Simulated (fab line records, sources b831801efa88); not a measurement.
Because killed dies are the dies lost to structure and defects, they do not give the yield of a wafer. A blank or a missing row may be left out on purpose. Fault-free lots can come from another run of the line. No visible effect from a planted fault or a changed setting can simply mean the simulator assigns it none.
The tool behind it: which one? :: flow gf180mcu :: 39 wafers from 13 lots sampled at 3 of the route's 602 steps

## WHAT THE GAUGES READ, wafer by wafer
GF_HV_LDD_TW_MEAS_23. Usual: HV_LDD_2_TW 1062, standard deviation 13.
lot: L925
measured: day 10 20:11
on: film metro-03
HV_LDD_2_TW: 1051 1043 1048
flag: 

lot: L926
measured: day 11 01:41
on: film metro-03
HV_LDD_2_TW: 1049 1038 1048
flag: 

lot: L928
measured: day 11 22:37
on: film metro-02
HV_LDD_2_TW: 1326 1331 1315
flag: OFF

lot: L930
measured: day 12 12:48
on: film metro-04
HV_LDD_2_TW: 1081 1083 1079
flag: 

lot: L931
measured: day 12 20:32
on: film metro-02
HV_LDD_2_TW: 1310 1310 1309
flag: OFF

lot: L937
measured: day 13 23:18
on: film metro-04
HV_LDD_2_TW: 1352 1358 1353
flag: OFF

lot: L938
measured: day 14 14:25
on: film metro-04
HV_LDD_2_TW: 1080 1074 1082
flag: 

lot: L939
measured: day 14 14:31
on: film metro-02
HV_LDD_2_TW: 1060 1057 1054
flag: 

lot: L940
measured: day 14 23:42
on: film metro-02
HV_LDD_2_TW: 1064 1058 1061
flag: 

lot: L941
measured: day 15 07:37
on: film metro-02
HV_LDD_2_TW: 1058 1052 1059
flag: 

lot: L944
measured: day 16 12:33
on: film metro-04
HV_LDD_2_TW: 1089 1083 1085
flag: 

lot: L946
measured: day 16 21:53
on: film metro-02
HV_LDD_2_TW: 1057 1057 1055
flag: 

lot: L945
measured: day 16 22:32
on: film metro-02
HV_LDD_2_TW: 1059 1062 1059
flag: 

GF_PSD_CD_MEAS_07 targets a cd of 400 nm. Usual: cd nm reads 400.4 nm (standard deviation 2.1).
lot: L925
measured: day 13 16:20
on: cd sem-02
cd nm (nm): 400.5 400.1 400.1
flag: 

lot: L926
measured: day 13 20:34
on: cd sem-02
cd nm (nm): 397.1 396.5 395.8
flag: 

lot: L928
measured: day 14 20:41
on: cd sem-01
cd nm (nm): 401.8 402.2 402.9
flag: 

lot: L930
measured: day 15 14:50
on: cd sem-01
cd nm (nm): 399.4 396.9 400.4
flag: 

lot: L931
measured: day 15 20:07
on: cd sem-01
cd nm (nm): 399.7 400.0 402.4
flag: 

lot: L937
measured: day 17 17:49
on: cd sem-01
cd nm (nm): 400.5 400.0 399.8
flag: 

lot: L938
measured: day 18 14:11
on: cd sem-01
cd nm (nm): 401.2 398.9 401.0
flag: 

lot: L939
measured: day 18 15:31
on: cd sem-01
cd nm (nm): 402.6 403.4 403.6
flag: 

lot: L940
measured: day 19 01:19
on: cd sem-02
cd nm (nm): 399.1 398.3 399.2
flag: 

lot: L941
measured: day 19 08:11
on: cd sem-01
cd nm (nm): 401.0 401.3 400.3
flag: 

lot: L944
measured: day 20 09:26
on: cd sem-01
cd nm (nm): 397.9 398.8 397.6
flag: 

lot: L946
measured: day 20 23:40
on: cd sem-02
cd nm (nm): 402.1 400.4 401.2
flag: 

lot: L945
measured: day 20 23:46
on: cd sem-01
cd nm (nm): 401.3 398.7 400.3
flag: 

## EACH LOT AND THE TOOL THAT RAN IT (in order: tool; ch and the chambers of the sampled wafers; start)
lot: L925
GF_HV_LDD_IMPLANT_21: implanter-04 ch 0, day 10 19:56

lot: L926
GF_HV_LDD_IMPLANT_21: implanter-04 ch 0, day 11 01:26

lot: L928
GF_HV_LDD_IMPLANT_21: implanter-01 ch 0, day 11 21:50

lot: L930
GF_HV_LDD_IMPLANT_21: implanter-01 ch 0, day 12 12:34

lot: L931
GF_HV_LDD_IMPLANT_21: implanter-01 ch 0, day 12 19:59

lot: L937
GF_HV_LDD_IMPLANT_21: implanter-01 ch 0, day 13 22:44

lot: L938
GF_HV_LDD_IMPLANT_21: implanter-04 ch 0, day 14 14:10

lot: L939
GF_HV_LDD_IMPLANT_21: implanter-01 ch 0, day 14 14:16

lot: L940
GF_HV_LDD_IMPLANT_21: implanter-04 ch 0, day 14 23:27

lot: L941
GF_HV_LDD_IMPLANT_21: implanter-01 ch 0, day 15 07:24

lot: L944
GF_HV_LDD_IMPLANT_21: implanter-03 ch 0, day 16 12:18

lot: L946
GF_HV_LDD_IMPLANT_21: implanter-04 ch 0, day 16 21:38

lot: L945
GF_HV_LDD_IMPLANT_21: implanter-03 ch 0, day 16 22:17
- GF_HV_LDD_IMPLANT_21

## WHAT THE TOOLS THEMSELVES READ (means of the sampled wafers that have a number; where no wafer has one, the mark that the record gives instead)
GF_HV_LDD_IMPLANT_21. Usual: beam energy keV 25.000, standard deviation 0.008; tilt deg 7.000 degrees, standard deviation 0.023.
lot: L925
tool: implanter-04
beam energy keV: 25.001
tilt deg (degrees): 7.028
flag: 

lot: L926
tool: implanter-04
beam energy keV: 25.010
tilt deg (degrees): 6.994
flag: 

lot: L928
tool: implanter-01
beam energy keV: 24.996
tilt deg (degrees): 6.998
flag: 

lot: L930
tool: implanter-01
beam energy keV: 25.004
tilt deg (degrees): 7.024
flag: 

lot: L931
tool: implanter-01
beam energy keV: 24.996
tilt deg (degrees): 6.996
flag: 

lot: L937
tool: implanter-01
beam energy keV: 24.994
tilt deg (degrees): 7.004
flag: 

lot: L938
tool: implanter-04
beam energy keV: 25.002
tilt deg (degrees): 7.031
flag: 

lot: L939
tool: implanter-01
beam energy keV: 25.003
tilt deg (degrees): 7.015
flag: 

lot: L940
tool: implanter-04
beam energy keV: 24.996
tilt deg (degrees): 7.008
flag: 

lot: L941
tool: implanter-01
beam energy keV: 25.000
tilt deg (degrees): 6.991
flag: 

lot: L944
tool: implanter-03
beam energy keV: 25.001
tilt deg (degrees): 7.017
flag: 

lot: L946
tool: implanter-04
beam energy keV: 25.007
tilt deg (degrees): 6.990
flag: 

lot: L945
tool: implanter-03
beam energy keV: 24.993
tilt deg (degrees): 6.982
flag: 

## THE ANSWER, worked out from the rows above alone
Rule: take the mean of a lot's wafers that have a number; if it is more than 3 standard deviations from the usual mean, the lot is off. Also off: a lot with no number at a reading for which 4 or more lots have one. Any other lot the step has rows for is counted as sound. After the gauges, taken in route order, come the tools' own readings; for these a lot's mean is taken, as printed above. The first step at which some lot is off is used, and at that step the reading that is off furthest; a lot without a number counts as furthest.
Off: at GF_HV_LDD_TW_MEAS_23 (HV_LDD_2_TW), L928, L931, L937.
A tool fits if, at a process step before that reading, it ran every lot that is off, and no sound lot after the first of them. Gauges at GF_HV_LDD_TW_MEAS_23: tried the same way as those tools. Not one of the candidates tried fits.

## WHAT THE SIMULATOR HAD INSERTED
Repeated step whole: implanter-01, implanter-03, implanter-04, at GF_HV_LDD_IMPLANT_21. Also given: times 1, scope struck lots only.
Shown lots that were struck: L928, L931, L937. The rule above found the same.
